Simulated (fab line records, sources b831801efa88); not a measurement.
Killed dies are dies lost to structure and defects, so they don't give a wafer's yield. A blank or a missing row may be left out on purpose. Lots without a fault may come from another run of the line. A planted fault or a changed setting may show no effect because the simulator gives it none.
fab line records | flow sky130
record lots=5 wafers=15 last_day=50
route steps=708 shown LI_CONTACT@378 LOCAL_INTERCONNECT@387
lots that met no fault: from a run of the same line without faults
start_h: hours from the record's first day to the start of the lot's first wafer shown | wait_h: hours since the lot's step before | " the same as in the row above | L1.1+2: a row that stands for several wafers | - no value, or no start given | * or withheld: withheld | < > ~ a bound
route shown NAME@n: a module of which the file shows steps, and the number in the route of the first | usual: mean/standard deviation of fault-free wafers | same: alike in all rows | chamber/n: place in a boat | sites: the reading at each site | _std_site: their standard deviation | _edge_site: outer sites' mean less inner sites' | radius_mm: how far each site lies from the wafer's centre | mask NAME#n: copy n | behind: the tool/chamber that last shaped the wafer | hold: why the lot was held/for how many hours/how that ended | device: the transistor (n, p or np) that didn't switch | end of line: the same wafers' tests at the end of the route | a step without rows: its recipe alone | killed: dies lost to structure and defects at the first sort, not the wafer's yield | map: a wafer's dies, x killed, . not, _ none there
set.NAME: the setting as run; set.NAME@STEP: as run at that earlier step | model.NAME: the simulator's own value behind a step, which no gauge read
lots at some steps of the route; a table a step, a row a wafer
services: from which hour (start_h, from the record's first day; less than 0 if before it) a tool's chamber was out of use, for how many hours, and why
## steps
# step SKY_LI_CONTACT_STRIP_16
# recipe chemistry=O2/N2 power_w=1400 pressure_mtorr=1500 platen_temp_c=withheld o2_flow_sccm=3000 n2_flow_sccm=300 overash_fraction=0.5
# usual drypump_motor_current_A=5.7/0.42 oes_product_au=0.375/0.005 strip_time_to_endpoint_s=3.48/0.035
# columns lot.wafer tool chamber start_h wait_h drypump_motor_current_A oes_product_au rf_hours_counter_h strip_time_to_endpoint_s
L080.2 plasma_asher-01 0 734.17 - 5.8 0.374 60 3.52
L080.3 " 1 " " 5.5 0.369 - 3.50
L080.6 " 1 " " 5.5 0.384 - 3.53
L090.1 plasma_asher-01 1 807.88 - 5.5 0.370 68 3.44
L090.5 " 0 " " 5.8 0.379 - 3.53
L090.6 " 1 " " 5.5 0.378 - 3.44
L091.1 plasma_asher-03 0 830.62 - 6.5 0.374 41 3.47
L091.3 " 0 " " 6.5 0.372 - 3.49
L091.6 " 1 " " 5.0 0.375 - 3.47
L096.2 plasma_asher-02 0 847.47 - 5.7 0.366 103 3.44
L096.4 " 0 " " 5.7 0.373 - 3.43
L096.5 " 0 " " 5.7 0.376 - 3.44
L097.3 plasma_asher-01 1 852.40 - 5.5 0.372 - 3.45
L097.5 " 1 " " 5.5 0.371 - 3.47
L097.6 " 0 " " 5.8 0.367 - 3.46
# step SKY_LI_CONTACT_CLEAN_17
# recipe chemistry=NMP time_s=600 temp_c=60 dry=n2_spin
# usual bath_heat_duty_pct=10.2/1
# same time_s=600
# columns lot.wafer tool chamber start_h wait_h bath_heat_duty_pct
L080.2 wet_bench-03 3 734.27 0.1 12.3
L080.3 " 3 " " 10.3
L080.6 " 3 " " 10.9
L090.1 wet_bench-04 2 807.98 0.1 9.3
L090.5 " 2 " " 8.9
L090.6 " 2 " " 10.3
L091.1 wet_bench-02 0 830.72 0.1 8.9
L091.3 " 0 " " 10.9
L091.6 " 0 " " 10.4
L096.2 wet_bench-04 3 847.57 0.1 11.0
L096.4 " 3 " " 11.5
L096.5 " 3 " " 11.0
L097.3 wet_bench-04 1 852.47 0.0 8.6
L097.5 " 1 " " 8.9
L097.6 " 1 " " 9.5
# step SKY_LI_CONTACT_PRE_CLEAN_18
# recipe gas=Ar time_s=5.6 bias_v=358
# usual bias_v=358/3.6
# same time_s=5.6
# columns lot.wafer tool chamber start_h wait_h bias_v
L080.2 pvd_sputter-03 - 734.46 0.0 352
L080.3 " - " " 365
L080.6 " - " " 351
L090.1 pvd_sputter-04 - 808.15 0.0 356
L090.5 " - " " 364
L090.6 " - " " 358
L091.1 pvd_sputter-03 - 830.91 0.0 352
L091.3 " - " " 351
L091.6 " - " " 352
L096.2 pvd_sputter-01 - 847.74 0.0 359
L096.4 " - " " 355
L096.5 " - " " 357
L097.3 pvd_sputter-01 - 852.65 0.0 362
L097.5 " - " " 360
L097.6 " - " " 362
# step SKY_LI_CONTACT_SPUTTER_19
# recipe material=Ti target_thk_nm=20 chamber_pressure_pa=5 power_w=2500 substrate_temp_c=200 time_s=106.37
# usual throttle_valve_pct=30.3/0.65
# same time_s=106.37
# columns lot.wafer tool chamber start_h wait_h throttle_valve_pct
L080.2 pvd_sputter-03 - 734.48 0.0 29.3
L080.3 " - " " 30.4
L080.6 " - " " 30.8
L090.1 pvd_sputter-04 - 808.17 0.0 31.1
L090.5 " - " " 31.2
L090.6 " - " " 29.6
L091.1 pvd_sputter-03 - 830.93 0.0 30.4
L091.3 " - " " 30.4
L091.6 " - " " 30.4
L096.2 pvd_sputter-01 - 847.76 0.0 31.1
L096.4 " - " " 29.8
L096.5 " - " " 31.3
L097.3 pvd_sputter-01 - 852.67 0.0 30.5
L097.5 " - " " 29.6
L097.6 " - " " 30.7
# step SKY_LI_CONTACT_SPUTTER_20
# recipe material=TiN target_thk_nm=20 chamber_pressure_pa=5 power_w=4000 time_s=80
# usual throttle_valve_pct=30.3/0.65
# same time_s=80
# columns lot.wafer tool chamber start_h wait_h throttle_valve_pct
L080.2 pvd_sputter-03 - 734.56 0.0 29.1
L080.3 " - " " 30.5
L080.6 " - " " 30.7
L090.1 pvd_sputter-04 - 808.25 0.0 31.2
L090.5 " - " " 31.0
L090.6 " - " " 30.0
L091.1 pvd_sputter-03 - 831.00 0.0 30.4
L091.3 " - " " 30.6
L091.6 " - " " 30.6
L096.2 pvd_sputter-01 - 847.84 0.0 30.9
L096.4 " - " " 29.9
L096.5 " - " " 31.3
L097.3 pvd_sputter-01 - 852.75 0.0 30.5
L097.5 " - " " 30.0
L097.6 " - " " 30.3
# step SKY_LI_CONTACT_CVD_21
# recipe material=W target_thk_nm=400 time_s=120.56 temp_c=400 pressure_torr=40
# usual chamber_pressure_Torr=40.00/0.09 heater_power_w=880/39
# same time_s=120.56
# columns lot.wafer tool chamber start_h wait_h chamber_pressure_Torr heater_power_w
L080.2 cvd_w-01 0 734.62 0.0 40.00 922
L080.3 " 0 " " 40.00 891
L080.6 " 1 " " 39.95 881
L090.1 cvd_w-02 1 808.31 0.0 40.10 889
L090.5 " 1 " " 40.03 897
L090.6 " 0 " " 40.03 821
L091.1 cvd_w-02 0 831.07 0.0 40.12 790
L091.3 " 0 " " 40.02 828
L091.6 " 1 " " 40.12 902
L096.2 cvd_w-01 1 847.90 0.0 39.89 867
L096.4 " 0 " " 40.05 907
L096.5 " 0 " " 40.05 912
L097.3 cvd_w-01 1 852.86 0.1 40.06 867
L097.5 " 1 " " 40.10 859
L097.6 " 0 " " 39.92 913
# step SKY_LI_CONTACT_RS_MEAS_22
# recipe thk_meas_gauge=four-point-probe reads=W_of_LI_CONTACT_CVD_21+TiN_of_LI_CONTACT_SPUTTER_20+Ti_of_LI_CONTACT_SPUTTER_19
# usual LI_CONTACT_W_RS=0.285/0.004
# columns lot.wafer tool chamber start_h wait_h LI_CONTACT_W_RS[ohm/sq]
L080.2 film_metro-01 - 734.76 0.1 0.279
L080.3 " - " " 0.279
L080.6 " - " " 0.284
L090.1 film_metro-02 - 808.44 0.1 0.277
L090.5 " - " " 0.281
L090.6 " - " " 0.291
L091.1 film_metro-01 - 831.19 0.1 0.285
L091.3 " - " " 0.282
L091.6 " - " " 0.275
L096.2 film_metro-04 - 848.04 0.1 0.284
L096.4 " - " " 0.286
L096.5 " - " " 0.288
L097.3 film_metro-02 - 852.99 0.1 0.283
L097.5 " - " " 0.283
L097.6 " - " " 0.285
# step SKY_LI_CONTACT_THK_MEAS_23
# recipe thk_meas_gauge=xrf reads=W_of_LI_CONTACT_CVD_21
# usual LI_CONTACT_W_THK=395/7.2
# columns lot.wafer tool chamber start_h wait_h LI_CONTACT_W_THK[nm]
L080.2 film_metro-01 - 734.87 0.1 400
L080.3 " - " " 398
L080.6 " - " " 389
L090.1 film_metro-02 - 808.56 0.1 408
L090.5 " - " " 400
L090.6 " - " " 388
L091.1 film_metro-01 - 831.31 0.1 388
L091.3 " - " " 388
L091.6 " - " " 400
L096.2 film_metro-04 - 848.15 0.1 396
L096.4 " - " " 396
L096.5 " - " " 392
L097.3 film_metro-02 - 853.09 0.1 399
L097.5 " - " " 401
L097.6 " - " " 392
# step SKY_LI_CONTACT_CMP_24
# recipe stop_on=PSG t_overpolish_s=20 down_force_psi=3.5 platen_rpm=60 target_thk_nm=0 pad_velocity_m_s=0.94248
# usual motor_current_A=10.5/0.87 overpolish_run_s=20.000/0.0094 slurry_flow_ml_min=149.9/0.53 time_to_endpoint_s=96/4.2
# columns lot.wafer tool chamber start_h wait_h motor_current_A overpolish_run_s slurry_flow_ml_min time_to_endpoint_s
L080.2 cmp-01 1 734.92 0.0 9.7 19.996 150.0 97
L080.3 " 0 " " 11.3 19.985 149.7 99
L080.6 " 1 " " 9.6 19.987 150.0 98
L090.1 cmp-02 0 808.77 0.2 9.6 19.988 150.2 104
L090.6 " 1 " " 10.7 19.990 151.1 95
L090.5 " 2 " " 9.0 19.992 149.8 97
L091.3 cmp-02 1 831.47 0.1 10.5 19.992 149.5 95
L091.1 " 2 " " 8.9 20.001 150.6 96
L091.6 " 3 " " 11.1 20.009 149.6 104
L096.2 cmp-02 2 848.25 0.1 8.9 19.996 149.3 96
L096.4 " 0 " " 10.4 20.004 150.1 97
L096.5 " 2 " " 8.5 19.995 149.0 95
L097.3 cmp-02 0 853.13 0.0 10.0 20.006 150.0 99
L097.6 " 0 " " 10.1 19.992 149.4 95
L097.5 " 1 " " 10.3 19.997 150.2 97
# step SKY_LOCAL_INTERCONNECT_SPUTTER_00
# recipe material=TiN target_thk_nm=100 temp_c=300 power_w=6500 time_s=83.3 chamber_pressure_pa=0.4
# usual throttle_valve_pct=29.6/0.67
# same time_s=83.3
# columns lot.wafer tool chamber start_h wait_h throttle_valve_pct
L080.2 pvd_sputter-02 - 735.22 0.2 29.2
L080.3 " - " " 29.3
L080.6 " - " " 29.4
L090.1 pvd_sputter-03 - 808.92 0.1 29.4
L090.5 " - " " 30.5
L090.6 " - " " 29.6
L091.1 pvd_sputter-02 - 831.67 0.1 29.0
L091.3 " - " " 29.0
L091.6 " - " " 29.0
L096.2 pvd_sputter-03 - 848.50 0.2 29.9
L096.4 " - " " 30.5
L096.5 " - " " 29.4
L097.3 pvd_sputter-03 - 853.43 0.2 29.9
L097.5 " - " " 30.7
L097.6 " - " " 30.6
# step SKY_LOCAL_INTERCONNECT_RS_MEAS_01
# recipe thk_meas_gauge=four-point-probe reads=TiN_of_LOCAL_INTERCONNECT_SPUTTER_00
# usual LOCAL_INTERCONNECT_TIN_RS=14.11/0.2
# columns lot.wafer tool chamber start_h wait_h LOCAL_INTERCONNECT_TIN_RS[ohm/sq]
L080.2 film_metro-04 - 735.31 0.1 14.41
L080.3 " - " " 14.31
L080.6 " - " " 14.38
L090.1 film_metro-03 - 808.98 0.0 13.92
L090.5 " - " " 13.61
L090.6 " - " " 13.83
L091.1 film_metro-03 - 831.73 0.0 14.10
L091.3 " - " " 14.21
L091.6 " - " " 14.18
L096.2 film_metro-03 - 848.59 0.1 14.11
L096.4 " - " " 14.28
L096.5 " - " " 14.21
L097.3 film_metro-03 - 853.53 0.1 13.97
L097.5 " - " " 14.17
L097.6 " - " " 13.85
# step SKY_LOCAL_INTERCONNECT_THK_MEAS_02
# recipe thk_meas_gauge=xrf reads=TiN_of_LOCAL_INTERCONNECT_SPUTTER_00
# usual LOCAL_INTERCONNECT_TIN_THK=99.7/1.7
# columns lot.wafer tool chamber start_h wait_h LOCAL_INTERCONNECT_TIN_THK[nm]
L080.2 film_metro-04 - 735.42 0.1 96.8
L080.3 " - " " 97.2
L080.6 " - " " 96.7
L090.1 film_metro-03 - 809.10 0.1 102.1
L090.5 " - " " 104.0
L090.6 " - " " 102.4
L091.1 film_metro-03 - 831.85 0.1 99.9
L091.3 " - " " 99.9
L091.6 " - " " 99.9
L096.2 film_metro-03 - 848.70 0.1 100.5
L096.4 " - " " 99.1
L096.5 " - " " 99.5
L097.3 film_metro-03 - 853.63 0.1 101.2
L097.5 " - " " 99.8
L097.6 " - " " 101.9
# step SKY_LOCAL_INTERCONNECT_DEHYDRATE_03
# recipe temp_c=200 time_s=60
# usual chill_plate_temp_C=23.01/0.11 exhaust_pa=44.9/0.97
# same time_s=60
# columns lot.wafer tool chamber start_h wait_h chill_plate_temp_C exhaust_pa
L080.2 litho_track-04 0 748.08 12.7 22.99 46.4
L080.3 " 0 " " 22.83 45.9
L080.6 " 0 " " 22.88 46.1
L090.1 litho_track-03 0 821.83 12.7 22.95 44.3
L090.5 " 0 " " 23.03 45.2
L090.6 " 0 " " 23.18 44.6
L091.1 litho_track-02 0 844.99 13.1 23.13 45.6
L091.3 " 0 " " 22.96 45.7
L091.6 " 0 " " 23.00 44.5
L096.2 litho_track-02 0 860.86 12.2 23.14 44.4
L096.4 " 0 " " 23.04 44.6
L096.5 " 0 " " 23.12 41.9
L097.3 litho_track-04 0 866.21 12.6 23.27 44.1
L097.5 " 0 " " 23.10 43.5
L097.6 " 0 " " 23.10 43.7
## services
# columns tool chamber start_h hours kind
pvd_sputter-01 - 718.27 99.2 repair
cvd_w-01 - 735.42 2.8 pm
pvd_sputter-04 - 737.39 2.1 repair
cmp-02 - 744.23 4.0 pm
cvd_w-01 - 746.37 1.7 repair
cmp-02 - 748.23 - consumable_replace:conditioner
cmp-02 - 748.23 - consumable_replace:pad
wet_bench-03 - 751.27 2.0 repair
plasma_asher-02 - 757.50 0.7 repair
cmp-01 - 758.72 0.5 repair
cvd_w-01 - 780.59 0.9 repair
cmp-01 - 782.97 0.9 repair
pvd_sputter-04 - 799.44 1.1 repair
plasma_asher-02 - 804.33 2.8 pm
pvd_sputter-02 - 808.58 2.4 repair
pvd_sputter-04 - 820.51 9.1 repair
cvd_w-01 1 828.44 9.1 repair
plasma_asher-03 - 846.78 0.9 repair
pvd_sputter-02 - 847.72 1.0 repair
pvd_sputter-01 1 849.64 - consumable_replace:kit
pvd_sputter-01 1 849.64 18.0 scheduled_down
pvd_sputter-01 1 849.64 18.0 vent_cycle
wet_bench-03 - 859.90 4.0 repair
pvd_sputter-04 - 862.87 2.7 repair
## key
fault none
